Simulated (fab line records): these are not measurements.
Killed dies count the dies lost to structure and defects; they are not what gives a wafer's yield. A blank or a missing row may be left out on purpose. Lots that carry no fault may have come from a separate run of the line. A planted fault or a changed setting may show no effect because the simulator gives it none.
Which tool did it? ; flow sfq-line ; 14 lots with 42 wafers sampled at 4 steps, on a route of 325 steps

## WHAT EACH GAUGE READ, for each wafer
SFQ_L0V_OVL_MEAS_903.
lot;measured;on;L0V_OVL (nm)
L862;day 7 14:16;overlay-02;1 3 2
L863;day 7 22:47;overlay-02;-1 -4 -2
L865;day 8 07:58;overlay-02;-5 -1 -2
L866;day 8 12:44;overlay-01;10 5 3
L867;day 8 16:20;overlay-02;3 8 4
L868;day 8 17:32;overlay-02;4 4 5
L869;day 9 00:44;overlay-01;4 7 5
L870;day 9 06:44;overlay-01;-5 -2 -6
L873;day 9 23:32;overlay-01;0 -2 1
L874;day 10 09:07;overlay-02;7 7 5
L878;day 11 15:07;overlay-01;2 1 5
L879;day 12 00:43;overlay-01;-6 -6 -6
L880;day 12 04:19;overlay-02;-6 2 -2
L885;day 13 03:55;overlay-02;4 0 1

SFQ_M7_RS_MEAS_943: the measuring method here is four-point-probe.
lot;measured;on;M7_NB_RS (ohm/sq)
L862;day 68 08:20;film-metro-04;0.893 0.897 0.894
L863;day 68 15:32;film-metro-04;0.891 0.890 0.881
L865;day 68 21:31;film-metro-04;0.885 0.876 0.888
L866;day 69 05:55;film-metro-02;0.883 0.873 0.876
L867;day 69 19:07;film-metro-01;0.888 0.891 0.892
L868;day 72 20:25;film-metro-02;0.886 0.877 0.883
L869;day 72 22:20;film-metro-01;0.440 0.441 0.443
L870;day 73 01:07;film-metro-01;0.887 0.887 0.882
L873;day 73 22:18;film-metro-02;0.442 0.444 0.444
L874;day 74 00:25;film-metro-02;0.881 0.889 0.885
L878;day 77 14:01;film-metro-01;0.888 0.893 0.876
L879;day 78 11:44;film-metro-01;0.893 0.881 0.887
L880;day 79 13:42;film-metro-02;0.890 0.891 0.893
L885;day 80 01:42;film-metro-04;0.869 0.869 0.882

## TOOL THAT RAN EACH LOT (tool first, then ch and the chambers of the sampled wafers, then the start)
lot;SFQ_TRILAYER_I0_VIA_STRIP_STRIP_035;SFQ_TRILAYER_M7_DEP_SPUTTER_175
L862;rie-metal-03 ch 0,1, day 12 22:05;pvd-sputter-05, day 68 08:13
L863;rie-metal-04 ch 1, day 13 00:41;pvd-sputter-06, day 68 15:25
L865;rie-metal-04 ch 0,1, day 13 06:43;pvd-sputter-06, day 68 21:25
L866;rie-metal-04 ch 0,1, day 13 16:19;pvd-sputter-03, day 69 05:49
L867;rie-metal-03 ch 1, day 13 17:31;pvd-sputter-06, day 69 19:01
L868;rie-metal-04 ch 0,1, day 13 22:19;pvd-sputter-06, day 72 20:19
L869;rie-metal-03 ch 0,1, day 14 04:19;pvd-sputter-05, day 72 21:59
L870;rie-metal-04 ch 0,1, day 14 16:00;pvd-sputter-05, day 73 01:02
L873;rie-metal-04 ch 1, day 15 10:45;pvd-sputter-03, day 73 21:56
L874;rie-metal-02 ch 0,1, day 15 16:45;pvd-sputter-05, day 74 00:20
L878;rie-metal-03 ch 0,1, day 16 11:57;pvd-sputter-03, day 77 13:54
L879;rie-metal-04 ch 1, day 16 20:21;pvd-sputter-03, day 78 11:38
L880;rie-metal-04 ch 0,1, day 17 00:09;pvd-sputter-05, day 79 13:33
L885;rie-metal-02 ch 0,1, day 18 00:00;pvd-sputter-03, day 80 01:33
- SFQ_TRILAYER_I0_VIA_STRIP_STRIP_035: strips in O2.
- SFQ_TRILAYER_M7_DEP_SPUTTER_175: material Nb, target thk 200 nm, time 133.3 s.

## WHAT THE TOOLS THEMSELVES READ (means of the sampled wafers that have a number; where no wafer has one, the mark that the record gives instead)
SFQ_TRILAYER_I0_VIA_STRIP_STRIP_035.
lot;tool;chamber-pressure-mTorr (mTorr);drypump-motor-current-A (A);oes-product-au (a.u.)
L862;rie-metal-03;50.01;5.6;1.002
L863;rie-metal-04;50.01;5.3;1.003
L865;rie-metal-04;50.00;5.9;0.987
L866;rie-metal-04;50.00;5.6;1.001
L867;rie-metal-03;49.97;5.0;1.006
L868;rie-metal-04;49.99;5.6;1.005
L869;rie-metal-03;49.98;5.3;0.995
L870;rie-metal-04;49.95;5.6;1.005
L873;rie-metal-04;50.01;5.3;1.007
L874;rie-metal-02;50.00;6.2;0.999
L878;rie-metal-03;49.98;5.7;1.004
L879;rie-metal-04;50.02;5.3;1.007
L880;rie-metal-04;50.00;5.6;1.005
L885;rie-metal-02;49.97;6.2;0.985

SFQ_TRILAYER_M7_DEP_SPUTTER_175.
lot;tool;base-pressure-pa (Pa);chamber-pressure-pa (Pa);throttle-valve-pct (%)
L862;pvd-sputter-05;1.37e-06;0.1333;31.5
L863;pvd-sputter-06;1.30e-06;0.1332;29.3
L865;pvd-sputter-06;1.34e-06;0.1337;29.2
L866;pvd-sputter-03;1.36e-06;0.1334;30.1
L867;pvd-sputter-06;1.29e-06;0.1328;29.5
L868;pvd-sputter-06;1.34e-06;0.1334;29.3
L869;pvd-sputter-05;1.28e-06;0.1333;29.9
L870;pvd-sputter-05;1.29e-06;0.1333;29.4
L873;pvd-sputter-03;1.29e-06;0.1331;30.9
L874;pvd-sputter-05;1.25e-06;0.1334;30.4
L878;pvd-sputter-03;1.37e-06;0.1333;29.3
L879;pvd-sputter-03;1.28e-06;0.1331;30.9
L880;pvd-sputter-05;1.35e-06;0.1335;30.3
L885;pvd-sputter-03;1.30e-06;0.1333;30.0

## THE ANSWER, worked out from the rows above alone
Rule: the usual values come from the lots themselves. The widest of any qualifying gaps counts: lots, ordered by their means at a reading, are off when they make up no more than a third of the lots, leave a main group of 4 or more, and stand apart from it by 3 or more times the standard deviation of that group's means. The tables above print the reading to a certain number of digits; a main group whose means all agree to those digits is not used. A lot without any number at a reading at which 4 lots or more have one is off too. Any other lot the step has rows for is counted as sound. First the gauges in route order, then the tools' own readings, where a lot's mean is used as printed above. The first step at which some lot is off is used, and at that step the reading that is off furthest; a lot without a number counts as furthest.
Off: L869, L873, at SFQ_M7_RS_MEAS_943 (M7_NB_RS). The main group: mean 0.885 ohm/sq, standard deviation 0.0056.
A tool fits if, at a process step before that reading, it ran every lot that is off, and no sound lot after the first of them. Gauges at SFQ_M7_RS_MEAS_943: tried the same way as those tools. No candidate that was tried fits.

## WHAT THE SIMULATOR HAD PUT IN
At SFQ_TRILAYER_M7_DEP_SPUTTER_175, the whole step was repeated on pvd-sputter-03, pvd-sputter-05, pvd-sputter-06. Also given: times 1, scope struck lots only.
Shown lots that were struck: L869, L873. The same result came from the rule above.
